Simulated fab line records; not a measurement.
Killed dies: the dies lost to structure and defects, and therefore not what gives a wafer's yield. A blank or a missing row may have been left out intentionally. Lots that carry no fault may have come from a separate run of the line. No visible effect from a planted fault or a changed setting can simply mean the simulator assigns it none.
fab line records ; flow sfq_line
[record] lots = 14; wafers = 42; last_day = 80
route steps=325 shown L0V@23 M1@59 M2@99
lots that met no fault: from a run of the same line without faults
start_h: hours from the record's opening day to when the first of the lot's shown wafers began ; wait_h: hours from the lot's prior step to this one ; " unchanged from the row above ; L1.1+2: one row covering several wafers at once ; - no value present, or no start provided ; * or withheld: withheld ; < > ~ a bound
route shown NAME@n: names a module that has steps shown in the file, with the first one's number in the route ; usual: the fault-free wafers' mean and standard deviation ; same: alike in all rows ; chamber/n: place in a boat ; sites: each site's reading ; _std_site: the values' standard deviation ; _edge_site: the outer-site mean with the inner-site mean subtracted ; radius_mm: for every site, how far away it sits from the centre of the wafer ; mask NAME#n: copy n ; behind: the most recent tool/chamber to have shaped the wafer ; hold: reason for holding the lot/hours on hold/outcome of the hold ; device: which transistor (n, p or np) failed to switch ; end of line: at the end of the route, the tests of the same wafers ; step lacking rows: just its recipe ; killed: the dies lost at the first sort to structure and to defects; this is not the yield of the wafer ; map: per-die view of a wafer (x killed, . not killed, _ where there is no die)
set.NAME: setting as actually run; set.NAME@STEP: the setting as run at that earlier step ; model.NAME: the simulator's own value behind a step, which no gauge read
the route's steps for a sample of lots (tables are steps, rows are wafers)
services: from which hour (start_h, from the record's first day; less than 0 if before it) a tool's chamber was out of use, for how many hours, and why
[[steps]]
[step SFQ_L0V_OVL_MEAS_903]
[usual] L0V_OVL = 4/5.9
lot.wafer;tool;chamber;start_h;wait_h;L0V_OVL[nm]
L235.1;overlay-02;-;100.63;0.1;5
L235.3;overlay-02;-;100.63;0.1;-1
L235.4;overlay-02;-;100.63;0.1;4
L237.2;overlay-01;-;107.83;0.1;16
L237.3;overlay-01;-;107.83;0.1;18
L237.4;overlay-01;-;107.83;0.1;12
L240.3;overlay-02;-;133.79;0.1;-6
L240.4;overlay-02;-;133.79;0.1;-4
L240.6;overlay-02;-;133.79;0.1;0
L241.1;overlay-01;-;138.58;0.1;12
L241.2;overlay-01;-;138.58;0.1;16
L241.4;overlay-01;-;138.58;0.1;18
L243.3;overlay-01;-;148.19;0.1;4
L243.4;overlay-01;-;148.19;0.1;9
L243.5;overlay-01;-;148.19;0.1;8
L248.1;overlay-02;-;175.78;0.1;4
L248.4;overlay-02;-;175.78;0.1;2
L248.5;overlay-02;-;175.78;0.1;7
L249.1;overlay-02;-;181.78;0.1;11
L249.3;overlay-02;-;181.78;0.1;11
L249.6;overlay-02;-;181.78;0.1;9
L251.1;overlay-01;-;194.98;0.1;3
L251.2;overlay-01;-;194.98;0.1;-3
L251.5;overlay-01;-;194.98;0.1;10
L252.3;overlay-01;-;207.82;0.1;7
L252.5;overlay-01;-;207.82;0.1;6
L252.6;overlay-01;-;207.82;0.1;2
L253.1;overlay-01;-;211.41;0.1;5
L253.4;overlay-01;-;211.41;0.1;-4
L253.6;overlay-01;-;211.41;0.1;-3
L254.2;overlay-02;-;215.01;0.1;11
L254.3;overlay-02;-;215.01;0.1;0
L254.5;overlay-02;-;215.01;0.1;3
L255.2;overlay-01;-;222.21;0.1;4
L255.4;overlay-01;-;222.21;0.1;4
L255.5;overlay-01;-;222.21;0.1;6
L257.2;overlay-01;-;231.81;0.1;-3
L257.4;overlay-01;-;231.81;0.1;6
L257.6;overlay-01;-;231.81;0.1;4
L258.1;overlay-01;-;240.31;0.1;1
L258.3;overlay-01;-;240.31;0.1;2
L258.5;overlay-01;-;240.31;0.1;5
[step SFQ_TRILAYER_L0_VIA_STRIP_STRIP_017]
[recipe] gas = O2; power_w = 200; platen_temp_c = 40; overash_fraction = 0.65; chemistry = O2; pressure_mtorr = 50
[usual] drypump_motor_current_A = 5.58/0.27; oes_product_au = 0.998/0.013
lot.wafer;tool;chamber;start_h;wait_h;drypump_motor_current_A;oes_product_au;rf_hours_counter_h
L235.1;rie_metal-03;0;100.75;-;5.31;1.008;96
L235.3;rie_metal-03;1;100.75;-;5.42;1.006;-
L235.4;rie_metal-03;0;100.75;-;5.30;0.998;-
L237.2;rie_metal-03;0;107.95;-;5.30;1.003;98
L237.3;rie_metal-03;0;107.95;-;5.30;1.002;-
L237.4;rie_metal-03;1;107.95;-;5.41;1.006;-
L240.3;rie_metal-02;1;134.10;-;5.91;0.991;-
L240.4;rie_metal-02;0;134.10;-;5.75;0.993;-
L240.6;rie_metal-02;1;134.10;-;5.90;0.990;-
L241.1;rie_metal-02;0;138.70;-;5.77;0.969;33
L241.2;rie_metal-02;0;138.70;-;5.75;0.976;-
L241.4;rie_metal-02;0;138.70;-;5.78;0.976;-
L243.3;rie_metal-01;0;148.50;-;5.08;1.002;-
L243.4;rie_metal-01;1;148.50;-;5.16;1.012;-
L243.5;rie_metal-01;1;148.50;-;5.15;1.003;-
L248.1;rie_metal-02;1;175.90;-;5.93;0.978;4
L248.4;rie_metal-02;1;175.90;-;5.95;0.980;-
L248.5;rie_metal-02;1;175.90;-;5.95;0.988;-
L249.1;rie_metal-03;1;181.90;-;5.43;1.016;107
L249.3;rie_metal-03;1;181.90;-;5.42;1.014;-
L249.6;rie_metal-03;1;181.90;-;5.42;1.018;-
L251.1;rie_metal-02;1;195.10;-;5.93;0.979;7
L251.2;rie_metal-02;0;195.10;-;5.77;0.981;45
L251.5;rie_metal-02;0;195.10;-;5.77;0.987;-
L252.3;rie_metal-02;0;208.13;-;5.73;0.984;-
L252.5;rie_metal-02;0;208.13;-;5.75;0.978;-
L252.6;rie_metal-02;1;208.13;-;5.94;0.974;-
L253.1;rie_metal-03;0;211.53;-;5.29;0.996;115
L253.4;rie_metal-03;1;211.53;-;5.42;1.012;-
L253.6;rie_metal-03;0;211.53;-;5.31;0.995;-
L254.2;rie_metal-02;0;215.13;-;5.73;0.978;48
L254.3;rie_metal-02;1;215.13;-;5.95;0.983;-
L254.5;rie_metal-02;0;215.13;-;5.73;0.983;-
L255.2;rie_metal-02;0;222.33;-;5.73;0.988;49
L255.4;rie_metal-02;0;222.33;-;5.75;0.981;-
L255.5;rie_metal-02;1;222.33;-;5.94;0.990;-
L257.2;rie_metal-03;0;231.93;-;5.32;1.005;119
L257.4;rie_metal-03;0;231.93;-;5.29;1.012;-
L257.6;rie_metal-03;1;231.93;-;5.44;1.014;-
L258.1;rie_metal-03;0;240.43;-;5.30;1.011;121
L258.3;rie_metal-03;0;240.43;-;5.31;1.010;-
L258.5;rie_metal-03;0;240.43;-;5.29;1.022;-
[step SFQ_TRILAYER_M1_DEP_SPUTTER_037]
[recipe] material = Nb; base_pressure_pa = 1.33e-06; chamber_pressure_pa = 0.1333; substrate_temp_c = 20; resputter_cathode_voltage_v = 400; target_thk_nm = 200; power_w = 2000; time_s = 133.3
[usual] throttle_valve_pct = 29.8/1.1
lot.wafer;tool;chamber;start_h;wait_h;throttle_valve_pct
L235.1;pvd_sputter-04;-;224.40;0.0;29.9
L235.3;pvd_sputter-04;-;224.40;0.0;31.0
L235.4;pvd_sputter-04;-;224.40;0.0;31.7
L237.2;pvd_sputter-06;-;231.60;0.0;30.9
L237.3;pvd_sputter-06;-;231.60;0.0;28.3
L237.4;pvd_sputter-06;-;231.60;0.0;28.5
L240.3;pvd_sputter-06;-;257.90;0.0;28.4
L240.4;pvd_sputter-06;-;257.90;0.0;28.3
L240.6;pvd_sputter-06;-;257.90;0.0;28.2
L241.1;pvd_sputter-06;-;263.90;0.0;29.2
L241.2;pvd_sputter-06;-;263.90;0.0;27.7
L241.4;pvd_sputter-06;-;263.90;0.0;28.2
L243.3;pvd_sputter-03;-;280.66;0.0;28.8
L243.4;pvd_sputter-03;-;280.66;0.0;30.7
L243.5;pvd_sputter-03;-;280.66;0.0;30.6
L248.1;pvd_sputter-04;-;310.21;0.0;30.8
L248.4;pvd_sputter-04;-;310.21;0.0;30.2
L248.5;pvd_sputter-04;-;310.21;0.0;30.1
L249.1;pvd_sputter-03;-;325.98;0.0;30.6
L249.3;pvd_sputter-03;-;325.98;0.0;28.9
L249.6;pvd_sputter-03;-;325.98;0.0;31.2
L251.1;pvd_sputter-03;-;332.01;0.0;30.1
L251.2;pvd_sputter-03;-;332.01;0.0;31.1
L251.5;pvd_sputter-03;-;332.01;0.0;28.8
L252.3;pvd_sputter-03;-;345.42;0.0;31.2
L252.5;pvd_sputter-03;-;345.42;0.0;28.7
L252.6;pvd_sputter-03;-;345.42;0.0;30.3
L253.1;pvd_sputter-04;-;352.21;0.0;30.6
L253.4;pvd_sputter-04;-;352.21;0.0;31.3
L253.6;pvd_sputter-04;-;352.21;0.0;30.8
L254.2;pvd_sputter-06;-;360.01;0.0;29.3
L254.3;pvd_sputter-06;-;360.01;0.0;30.8
L254.5;pvd_sputter-06;-;360.01;0.0;28.2
L255.2;pvd_sputter-06;-;370.81;0.0;29.1
L255.4;pvd_sputter-06;-;370.81;0.0;31.1
L255.5;pvd_sputter-06;-;370.81;0.0;29.0
L257.2;pvd_sputter-06;-;385.03;0.0;28.6
L257.4;pvd_sputter-06;-;385.03;0.0;28.5
L257.6;pvd_sputter-06;-;385.03;0.0;28.4
L258.1;pvd_sputter-04;-;389.83;0.0;31.6
L258.3;pvd_sputter-04;-;389.83;0.0;31.3
L258.5;pvd_sputter-04;-;389.83;0.0;31.5
[step SFQ_M1_RS_MEAS_909]
[recipe] thk_meas_gauge = four-point-probe; reads = Nb_of_TRILAYER_M1_DEP_SPUTTER_037
[usual] M1_NB_RS = 0.887/0.013
lot.wafer;tool;chamber;start_h;wait_h;hold;M1_NB_RS[ohm/sq]
L235.1;film_metro-02;-;224.49;0.0;-;0.912
L235.3;film_metro-02;-;224.49;0.0;-;0.891
L235.4;film_metro-02;-;224.49;0.0;-;0.883
L237.2;film_metro-02;-;231.71;0.1;-;0.882
L237.3;film_metro-02;-;231.71;0.1;-;0.874
L237.4;film_metro-02;-;231.71;0.1;-;0.882
L240.3;film_metro-01;-;258.03;0.1;await_dispo/0.2h/release;0.903
L240.4;film_metro-01;-;258.03;0.1;await_dispo/0.2h/release;0.515
L240.6;film_metro-01;-;258.03;0.1;await_dispo/0.2h/release;0.514
L240.3;film_metro-01;-;258.32;0.3;-;0.902
L240.4;film_metro-01;-;258.32;0.3;-;0.514
L240.6;film_metro-01;-;258.32;0.3;-;0.513
L241.1;film_metro-02;-;263.99;0.0;await_dispo/0.2h/release;0.890
L241.2;film_metro-02;-;263.99;0.0;await_dispo/0.2h/release;0.512
L241.4;film_metro-02;-;263.99;0.0;await_dispo/0.2h/release;0.882
L241.1;film_metro-02;-;264.28;0.3;-;0.890
L241.2;film_metro-02;-;264.28;0.3;-;0.510
L241.4;film_metro-02;-;264.28;0.3;-;0.883
L243.3;film_metro-01;-;280.79;0.1;-;0.885
L243.4;film_metro-01;-;280.79;0.1;-;0.887
L243.5;film_metro-01;-;280.79;0.1;-;0.886
L248.1;film_metro-04;-;310.30;0.0;-;0.908
L248.4;film_metro-04;-;310.30;0.0;-;0.919
L248.5;film_metro-04;-;310.30;0.0;-;0.929
L249.1;film_metro-04;-;326.07;0.0;-;0.887
L249.3;film_metro-04;-;326.07;0.0;-;0.897
L249.6;film_metro-04;-;326.07;0.0;-;0.889
L251.1;film_metro-01;-;332.10;0.0;-;0.880
L251.2;film_metro-01;-;332.10;0.0;-;0.883
L251.5;film_metro-01;-;332.10;0.0;-;0.892
L252.3;film_metro-02;-;345.55;0.1;-;0.883
L252.5;film_metro-02;-;345.55;0.1;-;0.893
L252.6;film_metro-02;-;345.55;0.1;-;0.891
L253.1;film_metro-04;-;352.30;0.0;-;0.891
L253.4;film_metro-04;-;352.30;0.0;-;0.886
L253.6;film_metro-04;-;352.30;0.0;-;0.886
L254.2;film_metro-02;-;360.12;0.1;-;0.884
L254.3;film_metro-02;-;360.12;0.1;-;0.859
L254.5;film_metro-02;-;360.12;0.1;-;0.872
L255.2;film_metro-04;-;370.92;0.1;-;0.908
L255.4;film_metro-04;-;370.92;0.1;-;0.882
L255.5;film_metro-04;-;370.92;0.1;-;0.904
L257.2;film_metro-02;-;385.14;0.1;-;0.871
L257.4;film_metro-02;-;385.14;0.1;-;0.871
L257.6;film_metro-02;-;385.14;0.1;-;0.878
L258.1;film_metro-01;-;389.92;0.0;-;0.902
L258.3;film_metro-01;-;389.92;0.0;-;0.907
L258.5;film_metro-01;-;389.92;0.0;-;0.901
[step SFQ_TRILAYER_M1_ETCH_METAL_ETCH_042]
[recipe] target = Nb; stop_on = SiO2; mask_material = PR; chemistry = Cl2/Ar; target_depth_nm = 240; icp_w = 600; bias_w = 80; pressure_mtorr = 10; time_s = 120
[usual] drypump_motor_current_A = 5.16/0.19; oes_product_au = 0.895/0.0081
[same] time_s = 120
lot.wafer;tool;chamber;start_h;wait_h;drypump_motor_current_A;oes_product_au;rf_hours_counter_h
L235.1;rie_metal-03;1;280.96;0.0;5.40;0.895;128
L235.3;rie_metal-03;0;280.96;0.0;5.31;0.883;-
L235.4;rie_metal-03;1;280.96;0.0;5.41;0.895;-
L237.2;rie_metal-04;0;287.06;0.1;5.06;0.904;-
L237.3;rie_metal-04;0;287.06;0.1;5.05;0.900;-
L237.4;rie_metal-04;0;287.06;0.1;5.05;0.897;-
L240.3;rie_metal-04;1;314.15;0.1;4.83;0.893;-
L240.4;rie_metal-04;0;314.15;0.1;5.06;1.004;-
L240.6;rie_metal-04;0;314.15;0.1;5.07;1.002;-
L241.1;rie_metal-01;1;322.51;0.0;5.17;0.896;3
L241.2;rie_metal-01;0;322.51;0.0;5.08;0.999;37
L241.4;rie_metal-01;0;322.51;0.0;5.07;0.897;-
L243.3;rie_metal-01;0;341.75;0.1;5.07;0.896;-
L243.4;rie_metal-01;1;341.75;0.1;5.15;0.894;-
L243.5;rie_metal-01;0;341.75;0.1;5.06;0.893;-
L248.1;rie_metal-04;1;370.51;0.0;4.85;0.888;12
L248.4;rie_metal-04;0;370.51;0.0;5.06;0.879;-
L248.5;rie_metal-04;0;370.51;0.0;5.06;0.885;-
L249.1;rie_metal-04;1;390.13;0.0;4.86;0.895;16
L249.3;rie_metal-04;0;390.13;0.0;5.07;0.882;-
L249.6;rie_metal-04;0;390.13;0.0;5.06;0.893;-
L251.1;rie_metal-04;1;393.75;0.0;4.86;0.898;17
L251.2;rie_metal-04;0;393.75;0.0;5.07;0.901;176
L251.5;rie_metal-04;1;393.75;0.0;4.84;0.884;-
L252.3;rie_metal-04;1;403.39;0.1;4.82;0.899;-
L252.5;rie_metal-04;1;403.39;0.1;4.85;0.898;-
L252.6;rie_metal-04;0;403.39;0.1;5.06;0.894;-
L253.1;rie_metal-04;1;413.99;0.1;4.93;0.891;21
L253.4;rie_metal-04;1;413.99;0.1;4.89;0.894;-
L253.6;rie_metal-04;1;413.99;0.1;4.89;0.893;-
L254.2;rie_metal-03;0;422.43;0.0;5.31;0.896;157
L254.3;rie_metal-03;0;422.43;0.0;5.33;0.919;-
L254.5;rie_metal-03;0;422.43;0.0;5.32;0.908;-
L255.2;rie_metal-03;1;433.45;0.0;5.40;0.881;159
L255.4;rie_metal-03;0;433.45;0.0;5.29;0.897;-
L255.5;rie_metal-03;1;433.45;0.0;5.39;0.887;-
L257.2;rie_metal-01;0;451.23;0.0;5.06;0.898;53
L257.4;rie_metal-01;0;451.23;0.0;5.08;0.897;-
L257.6;rie_metal-01;1;451.23;0.0;5.17;0.895;-
L258.1;rie_metal-03;0;454.83;0.0;5.30;0.888;163
L258.3;rie_metal-03;1;454.83;0.0;5.42;0.885;-
L258.5;rie_metal-03;1;454.83;0.0;5.42;0.897;-
[step SFQ_TRILAYER_M2_BARC_OPEN_METAL_ETCH_077]
[recipe] mask_material = PR; chemistry = O2; target_depth_nm = 125; target = BARC; icp_w = 600; bias_w = 80; pressure_mtorr = 10; time_s = 41.7
[usual] drypump_motor_current_A = 5.4/0.39; oes_product_au = 0.684/0.0048
[same] time_s = 41.7
lot.wafer;tool;chamber;start_h;wait_h;drypump_motor_current_A;oes_product_au;rf_hours_counter_h
L235.1;rie_metal-02;1;406.87;0.0;5.9;0.685;46
L235.3;rie_metal-02;1;406.87;0.0;5.9;0.688;-
L235.4;rie_metal-02;0;406.87;0.0;5.7;0.680;-
L237.2;rie_metal-04;1;417.59;0.0;4.9;0.685;-
L237.3;rie_metal-04;1;417.59;0.0;4.9;0.684;-
L237.4;rie_metal-04;1;417.59;0.0;4.9;0.688;-
L240.3;rie_metal-02;0;453.59;0.0;5.8;0.688;-
L240.4;rie_metal-02;1;453.59;0.0;5.9;0.685;-
L240.6;rie_metal-02;0;453.59;0.0;5.8;0.682;-
L241.1;rie_metal-02;0;459.12;0.0;5.8;0.685;89
L241.2;rie_metal-02;1;459.12;0.0;6.0;0.683;55
L241.4;rie_metal-02;1;459.12;0.0;5.9;0.679;-
L243.3;rie_metal-03;0;478.34;0.0;5.3;0.689;-
L243.4;rie_metal-03;1;478.34;0.0;5.4;0.694;-
L243.5;rie_metal-03;1;478.34;0.0;5.4;0.688;-
L248.1;rie_metal-04;1;506.65;0.0;4.8;0.673;38
L248.4;rie_metal-04;1;506.65;0.0;4.8;0.692;-
L248.5;rie_metal-04;1;506.65;0.0;4.8;0.684;-
L249.1;rie_metal-03;0;525.85;0.0;5.3;0.681;0
L249.3;rie_metal-03;1;525.85;0.0;5.4;0.678;-
L249.6;rie_metal-03;1;525.85;0.0;5.4;0.681;-
L251.1;rie_metal-04;1;533.05;0.0;4.9;0.675;43
L251.2;rie_metal-04;0;533.05;0.0;5.1;0.680;15
L251.5;rie_metal-04;1;533.05;0.0;4.9;0.695;-
L252.3;rie_metal-03;0;546.29;0.1;5.3;0.690;-
L252.5;rie_metal-03;0;546.29;0.1;5.3;0.690;-
L252.6;rie_metal-03;0;546.29;0.1;5.3;0.689;-
L253.1;rie_metal-04;0;552.25;0.0;5.1;0.676;19
L253.4;rie_metal-04;0;552.25;0.0;5.1;0.680;-
L253.6;rie_metal-04;0;552.25;0.0;5.1;0.683;-
L254.2;rie_metal-04;1;561.85;0.0;4.8;0.686;49
L254.3;rie_metal-04;0;561.85;0.0;5.0;0.695;-
L254.5;rie_metal-04;0;561.85;0.0;5.1;0.678;-
L255.2;rie_metal-03;0;571.45;0.0;5.3;0.685;11
L255.4;rie_metal-03;1;571.45;0.0;5.4;0.682;-
L255.5;rie_metal-03;1;571.45;0.0;5.4;0.701;-
L257.2;rie_metal-03;1;588.05;0.0;5.4;0.679;7
L257.4;rie_metal-03;1;588.05;0.0;5.4;0.687;-
L257.6;rie_metal-03;1;588.05;0.0;5.4;0.685;-
L258.1;rie_metal-04;0;596.55;0.0;5.1;0.685;29
L258.3;rie_metal-04;0;596.55;0.0;5.1;0.693;-
L258.5;rie_metal-04;1;596.55;0.0;4.8;0.682;-
[[services]]
tool;chamber;start_h;hours;kind
pvd_sputter-06;-;102.04;9.1;repair
rie_metal-04;-;106.33;0.4;repair
pvd_sputter-03;-;129.78;9.5;repair
pvd_sputter-06;-;179.79;3.3;repair
pvd_sputter-06;-;181.82;1.6;repair
rie_metal-02;-;204.99;0.6;repair
pvd_sputter-04;-;231.56;3.4;repair
rie_metal-01;-;240.89;0.2;repair
pvd_sputter-03;-;241.48;0.9;repair
rie_metal-04;-;271.44;0.1;repair
rie_metal-01;-;272.29;15.6;pm
pvd_sputter-06;-;284.31;1.8;repair
pvd_sputter-04;-;313.71;4.9;repair
rie_metal-03;-;325.92;2.1;repair
rie_metal-03;-;355.40;0.2;repair
rie_metal-02;1;396.81;7.1;repair
rie_metal-04;0;409.70;9.2;repair
pvd_sputter-06;-;435.95;8.1;repair
rie_metal-04;-;477.13;2.8;pm
rie_metal-04;-;485.14;14.6;pm
rie_metal-03;-;502.13;0.9;repair
rie_metal-03;-;530.76;5.5;repair
rie_metal-02;-;576.12;40.3;repair
pvd_sputter-06;-;580.27;2.5;repair
[[key]]
[first_sign] step = SFQ_M1_RS_MEAS_909; reading = visit; direction = added
[effect] step = SFQ_M1_RS_MEAS_909; reading = M1_NB_RS; direction = down; sigmas = 28; usual = 0.887; struck = 0.514
[effect] step = SFQ_TRILAYER_M1_ETCH_METAL_ETCH_042; reading = oes_product_au; direction = up; sigmas = 13; usual = 0.895; struck = 1.002
met_at SFQ_TRILAYER_M1_DEP_SPUTTER_037
struck_lots L240,L241
struck_wafers L240.4,L240.6,L241.2
not_acting_at SFQ_L0V_OVL_MEAS_903,SFQ_TRILAYER_L0_VIA_STRIP_STRIP_017,SFQ_TRILAYER_M2_BARC_OPEN_METAL_ETCH_077
onset_between 231.60 257.90
[fault] kind = process_parameter_drift; tool = pvd_sputter-06; chamber = -; onset_h = 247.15; steps = SFQ_TRILAYER_M1_DEP_SPUTTER_037; channel = time_s; offset = *; shape = step; end_h = 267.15; acts_in = *; stated = *; scope = struck_wafers_only
